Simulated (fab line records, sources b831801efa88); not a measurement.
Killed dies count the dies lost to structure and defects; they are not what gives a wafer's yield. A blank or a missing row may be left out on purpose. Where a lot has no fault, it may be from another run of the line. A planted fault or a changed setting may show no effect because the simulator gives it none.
Split-lot experiment / flow sky130 / 5 lots, 23 wafers read, on a route of 708 steps

ABOUT THE SPLIT
At SKY_VIA3_CMP_02 (polishes SiO2), the setting leave_above_ref_nm was moved away from the recipe's 465 nm on 7 of the 23 wafers read, by -5.2% to +3.9%. This setting was run at the recipe's value on the other wafers.

FROM THE SPLIT ON TO THE READING: in between, the file shows 1 step
- SKY_VIA3_ETCH_14: etches BARC in N2/H2, stops on SiO2, time 45.9 s, target depth 60 nm (also split here: source_w)

THE READING
oes_product_au, in a.u., at SKY_VIA3_ETCH_15 (etches SiO2 in C4F8/O2/Ar, stops on TiN, target depth 507 nm, time 78 s). On this fab line, fault-free wafers typically give 0.946 a.u. with a standard deviation of 0.0044 a.u.

wafer=L076.1; tool, chamber at the split=cmp-01, 0; leave_above_ref_nm as run, nm=440.7; against the recipe=-5.2%; oes_product_au, a.u.=0.918; against lot-mates on the recipe=-0.025
wafer=L076.2; tool, chamber at the split=cmp-01, 1; leave_above_ref_nm as run, nm=465; against the recipe=recipe; oes_product_au, a.u.=0.942; against lot-mates on the recipe=-
wafer=L076.3; tool, chamber at the split=cmp-01, 2; leave_above_ref_nm as run, nm=440.7; against the recipe=-5.2%; oes_product_au, a.u.=0.918; against lot-mates on the recipe=-0.025
wafer=L076.4; tool, chamber at the split=cmp-01, 3; leave_above_ref_nm as run, nm=465; against the recipe=recipe; oes_product_au, a.u.=0.943; against lot-mates on the recipe=-
wafer=L076.5; tool, chamber at the split=cmp-01, 2; leave_above_ref_nm as run, nm=465; against the recipe=recipe; oes_product_au, a.u.=0.945; against lot-mates on the recipe=-
wafer=L078.2; tool, chamber at the split=cmp-01, 0; leave_above_ref_nm as run, nm=465; against the recipe=recipe; oes_product_au, a.u.=0.949; against lot-mates on the recipe=-
wafer=L078.5; tool, chamber at the split=cmp-01, 2; leave_above_ref_nm as run, nm=465; against the recipe=recipe; oes_product_au, a.u.=0.946; against lot-mates on the recipe=-
wafer=L078.6; tool, chamber at the split=cmp-01, 1; leave_above_ref_nm as run, nm=465; against the recipe=recipe; oes_product_au, a.u.=0.950; against lot-mates on the recipe=-
wafer=L079.2; tool, chamber at the split=cmp-02, 3; leave_above_ref_nm as run, nm=465; against the recipe=recipe; oes_product_au, a.u.=0.941; against lot-mates on the recipe=-
wafer=L079.3; tool, chamber at the split=cmp-02, 0; leave_above_ref_nm as run, nm=465; against the recipe=recipe; oes_product_au, a.u.=0.944; against lot-mates on the recipe=-
wafer=L079.4; tool, chamber at the split=cmp-02, 2,3; leave_above_ref_nm as run, nm=465; against the recipe=recipe; oes_product_au, a.u.=0.950; against lot-mates on the recipe=-
wafer=L079.5; tool, chamber at the split=cmp-02, 2; leave_above_ref_nm as run, nm=465; against the recipe=recipe; oes_product_au, a.u.=0.937; against lot-mates on the recipe=-
wafer=L079.6; tool, chamber at the split=cmp-02, 2,3; leave_above_ref_nm as run, nm=465; against the recipe=recipe; oes_product_au, a.u.=0.950; against lot-mates on the recipe=-
wafer=L080.1; tool, chamber at the split=cmp-01, 0; leave_above_ref_nm as run, nm=465; against the recipe=recipe; oes_product_au, a.u.=0.949; against lot-mates on the recipe=-
wafer=L080.2; tool, chamber at the split=cmp-01, 2; leave_above_ref_nm as run, nm=473.7; against the recipe=+1.9%; oes_product_au, a.u.=0.949; against lot-mates on the recipe=-0.003
wafer=L080.3; tool, chamber at the split=cmp-01, 1; leave_above_ref_nm as run, nm=473.7; against the recipe=+1.9%; oes_product_au, a.u.=0.950; against lot-mates on the recipe=-0.002
wafer=L080.4; tool, chamber at the split=cmp-01, 3; leave_above_ref_nm as run, nm=473.7; against the recipe=+1.9%; oes_product_au, a.u.=0.949; against lot-mates on the recipe=-0.003
wafer=L080.5; tool, chamber at the split=cmp-01, 2; leave_above_ref_nm as run, nm=465; against the recipe=recipe; oes_product_au, a.u.=0.954; against lot-mates on the recipe=-
wafer=L085.1; tool, chamber at the split=cmp-02, 2; leave_above_ref_nm as run, nm=465; against the recipe=recipe; oes_product_au, a.u.=0.947; against lot-mates on the recipe=-
wafer=L085.2; tool, chamber at the split=cmp-02, 0; leave_above_ref_nm as run, nm=483.2; against the recipe=+3.9%; oes_product_au, a.u.=0.964; against lot-mates on the recipe=+0.019
wafer=L085.3; tool, chamber at the split=cmp-02, 3; leave_above_ref_nm as run, nm=483.2; against the recipe=+3.9%; oes_product_au, a.u.=0.970; against lot-mates on the recipe=+0.025
wafer=L085.5; tool, chamber at the split=cmp-02, 1; leave_above_ref_nm as run, nm=465; against the recipe=recipe; oes_product_au, a.u.=0.948; against lot-mates on the recipe=-
wafer=L085.6; tool, chamber at the split=cmp-02, 2; leave_above_ref_nm as run, nm=465; against the recipe=recipe; oes_product_au, a.u.=0.941; against lot-mates on the recipe=-
Rows listing several chambers each stand for several wafers; the file does not say which wafer went through which chamber.

FIT RESULTS
A straight line over all 23 wafers: oes_product_au changes by +0.00499 a.u. for each +1% of leave_above_ref_nm; r = +0.92; the points scatter about the line by 0.0045 a.u.
The same after taking each lot's own level away (the mean of its wafers on the recipe; 23 wafers): +0.00445 a.u. for each +1%; r = +0.88; scatter 0.0051 a.u.
On that fit, the largest move of leave_above_ref_nm shifts the reading by 0.023 a.u.
Across the lots, their own levels run from 0.9433 to 0.9515 a.u., a range of 1.9 times the standard deviation given above.
Thus the slope moves with the lot-to-lot level: the two fits are different.
Check: for one of the wafers moved furthest among these (-5.2%), held out of the fit, the line's prediction against its lot-mates is -0.0239 a.u. It came out at -0.0253 a.u. against them.

OTHER SPLITS APPLIED TO THESE WAFERS
Other splits were also applied to these wafers ahead of the reading. Each is held against what the fit with the lots' levels taken away leaves over:
other split on the same wafers=SKY_CAPM_DEVELOP_11 develop_time_s; wafers away from the commonest value=11; r with oes_product_au (lot level and that fit taken away)=+0.27
other split on the same wafers=SKY_CAPM_METAL_ETCH_13 bias_w; wafers away from the commonest value=8; r with oes_product_au (lot level and that fit taken away)=+0.27
other split on the same wafers=SKY_VIA3_ETCH_14 source_w; wafers away from the commonest value=9; r with oes_product_au (lot level and that fit taken away)=+0.03

THE WHOLE CHAIN: every reading that the file lists as answering this split, in the file's order
step=SKY_VIA3_CMP_02; what it does=polishes SiO2; reading=SiO2_of_VIA3_HDPCVD_00.thk_nm (the simulator's own value, which no gauge read); change (the file's fit)=+4.44 nm for each +1% of the setting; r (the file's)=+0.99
step=SKY_VIA3_ETCH_15; what it does=etches SiO2 in C4F8/O2/Ar, stops on TiN, target depth 507 nm, time 78 s; reading=oes_product_au; change (the file's fit)=+0.00458 a.u. for each +1% of the setting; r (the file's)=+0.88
step=SKY_VIA3_ETCH_15; what it does=etches SiO2 in C4F8/O2/Ar, stops on TiN, target depth 507 nm, time 78 s; reading=etch.depth_nm (the simulator's own value, which no gauge read); change (the file's fit)=+4.64 nm for each +1% of the setting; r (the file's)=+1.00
step=SKY_VIA3_ETCH_15; what it does=etches SiO2 in C4F8/O2/Ar, stops on TiN, target depth 507 nm, time 78 s; reading=VIA3.feature_depth_nm (the simulator's own value, which no gauge read); change (the file's fit)=+4.43 nm for each +1% of the setting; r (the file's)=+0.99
step=SKY_METAL4_METAL_ETCH_18; what it does=etches the open film in Cl2/BCl3, stops on SiO2, target depth 845 nm, time 183.1 s; reading=SiO2_of_VIA3_HDPCVD_00.thk_nm (the simulator's own value, which no gauge read); change (the file's fit)=+4.32 nm for each +1% of the setting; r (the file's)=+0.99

FILE'S OWN FIT
oes_product_au changes by +0.00458 a.u. for each +1% of leave_above_ref_nm, r = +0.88.
